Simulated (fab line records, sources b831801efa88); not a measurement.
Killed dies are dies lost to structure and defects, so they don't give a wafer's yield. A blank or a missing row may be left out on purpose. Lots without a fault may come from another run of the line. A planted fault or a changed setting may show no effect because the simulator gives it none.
Chamber matching | flow gf180mcu | GF_STI_CMP_25 on cmp-02: 4 sister chambers
The step polishes, stops on Si3N4, t overpolish 33 s, target thk 524.6 nm. 16 wafers are shown with their chamber, then 8 later ones without.

WAFERS WITH THEIR CHAMBER
wafer  | chamber | motor_current_A (A) | overpolish_run_s (s) | time_to_endpoint_s (s)
L074.1 | 0       | 12.4                | 32.997               | 125
L074.2 | 3       | 12.0                | 32.997               | 122
L074.3 | 2       | 12.1                | 33.012               | 123
L075.2 | 2       | 13.0                | 33.007               | 122
L075.3 | 3       | 12.4                | 32.994               | 117
L075.6 | 1       | 11.4                | 33.008               | 123
L078.1 | 1       | 11.9                | 32.992               | 120
L078.4 | 0       | 12.5                | 32.996               | 124
L078.5 | 3       | 11.7                | 32.996               | 117
L079.1 | 3       | 11.7                | 32.994               | 121
L079.3 | 1       | 11.8                | 32.994               | 127
L079.5 | 1       | 11.6                | 32.991               | 128
L084.1 | 3       | 12.3                | 32.995               | 121
L084.4 | 1       | 11.8                | 32.993               | 125
L084.5 | 1       | 11.7                | 33.001               | 121
L086.1 | 2       | 12.1                | 32.998               | 126

SIGNATURES (means of the wafers above)
reading            | chamber 0 | chamber 1 | chamber 2 | chamber 3 | scatter within a chamber
motor_current_A    | 12.450    | 11.700    | 12.400    | 12.020    | 0.307
overpolish_run_s   | 32.99650  | 32.99650  | 33.00567  | 32.99520  | 0.00524
time_to_endpoint_s | 124.50    | 124.00    | 123.67    | 119.60    | 2.65
Rule: a wafer's distance from a chamber is the root of the sum, over the readings, of the square of ((its reading less the chamber's mean) divided by the reading's scatter). The wafer belongs to the nearest chamber; if the next one is less than 2 further off, it can't be placed. The scatter: the root of (the sum of the squares of (reading less its chamber's mean) over the shown wafers, divided by (wafers less chambers)).

WAFERS WITHOUT THEIR CHAMBER
wafer  | motor_current_A (A) | overpolish_run_s (s) | time_to_endpoint_s (s)
L086.4 | 11.6                | 33.000               | 129
L086.5 | 12.0                | 32.999               | 120
L093.1 | 11.7                | 33.000               | 122
L093.2 | 11.8                | 32.999               | 123
L093.5 | 12.2                | 32.999               | 119
L096.1 | 11.3                | 32.989               | 123
L096.2 | 12.4                | 33.000               | 128
L096.4 | 12.6                | 32.993               | 125

WHICH CHAMBER EACH WENT THROUGH
wafer  | from the rows above               | in truth
L086.4 | can't be placed: 1 or 0 or 2 or 3 | 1
L086.5 | can't be placed: 3 or 1 or 2 or 0 | 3
L093.1 | can't be placed: 1 or 3 or 2 or 0 | 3
L093.2 | can't be placed: 1 or 3 or 0 or 2 | 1
L093.5 | can't be placed: 3 or 2 or 0 or 1 | 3
L096.1 | can't be placed: 1 or 3           | 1
L096.2 | can't be placed: 0 or 2 or 1      | 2
L096.4 | can't be placed: 0 or 2 or 3      | 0
Placed correctly: 0 of 8. Can't be placed from these rows: 8 (the true chamber is among the candidates in 8). Placed wrongly: 0.
